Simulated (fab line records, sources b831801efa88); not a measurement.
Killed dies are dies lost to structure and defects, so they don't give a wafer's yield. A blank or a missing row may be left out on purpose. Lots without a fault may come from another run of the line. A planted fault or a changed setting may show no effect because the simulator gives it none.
One fault seen from 2 desks | flow gf180mcu | each desk has only its own numbers; what lay behind them comes last

THE METROLOGY DESK
What the gauges read, lot by lot, whatever tool the lot ran on: means of the sampled wafers that have a number. A lot is out of limits, marked OUT, if its mean lies more than 4 standard deviations from the usual mean; the brackets give that distance.
Columns: A = cd_nm at GF_CONTACT_CD_MEAS_14, usual 219.6 nm; B = CONTACT_OVL at GF_CONTACT_OVL_MEAS_15, usual -3 nm; C = CONTACT_W_RS at GF_CONTACT_RS_MEAS_25, usual 0.381 ohm/sq; D = CONTACT_W_THK at GF_CONTACT_THK_MEAS_26, usual 302 nm
lot  | first seen here | A     | B  | C               | D
L798 | day 16 05:46    | 221.2 | -2 | 0.387           | 300
L800 | day 16 22:47    | 221.9 | -1 | 0.381           | 304
L801 | day 17 11:07    | 219.6 | 0  | 0.385           | 299
L802 | day 17 15:38    | 220.0 | -7 | 0.382           | 301
L804 | day 18 15:37    | 219.5 | -7 | 0.378           | 305
L806 | day 19 03:44    | 220.3 | -8 | 0.382           | 298
L807 | day 19 15:23    | 220.5 | -7 | 0.380           | 302
L809 | day 20 07:10    | 218.9 | 2  | 0.384           | 301
L815 | day 22 06:46    | 220.9 | 3  | 0.615 (+57) OUT | 187 (-34) OUT
L818 | day 23 05:43    | 216.7 | 2  | 0.371           | 310
L819 | day 23 13:29    | 218.3 | -5 | 0.610 (+56) OUT | 189 (-33) OUT
L820 | day 24 02:50    | 218.7 | -1 | 0.380           | 301
This desk's finding: out of limits on L815, L819; first on L815, day 22 07:35 (CONTACT_W_RS at GF_CONTACT_RS_MEAS_25). In limits: L798, L800, L801, L802, L804, L806, L807, L809, L818, L820.

THE TOOL OWNER'S DESK: cvd_w-01
The tool's own readings at GF_CONTACT_CVD_24 (deposits W, target thk 300 nm, time 90.339 s): means of the sampled wafers that have a number, for each lot that ran on this tool. A lot is out of limits, marked OUT, if its mean lies more than 4 standard deviations from the usual mean; the brackets give that distance.
Columns: A = heater_power_w at GF_CONTACT_CVD_24, usual 876 W
lot  | first seen here | A
L798 | day 16 06:28    | 899
L801 | day 17 11:49    | 882
L802 | day 17 16:22    | 915
L809 | day 20 07:52    | 905
L815 | day 22 07:29    | 852
L819 | day 23 14:13    | 921
This desk's finding: nothing out of limits on any of the 6 lots.

PUT TOGETHER
The metrology desk could have raised an alarm at day 22 07:35, on L815, L819.
The tool owner's desk saw nothing out of limits.
The tool owner's desk has L815, L819 on record, within its limits.
Of the lots named, all ran GF_CONTACT_CVD_24 on cvd_w-01.

WHAT THE SIMULATOR HAD PUT IN
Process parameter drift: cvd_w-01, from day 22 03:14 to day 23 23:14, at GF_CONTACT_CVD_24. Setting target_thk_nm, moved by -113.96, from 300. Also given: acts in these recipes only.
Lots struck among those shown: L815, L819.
Hours from the fault's start to each desk's first reading out of limits: the metrology desk, 4.
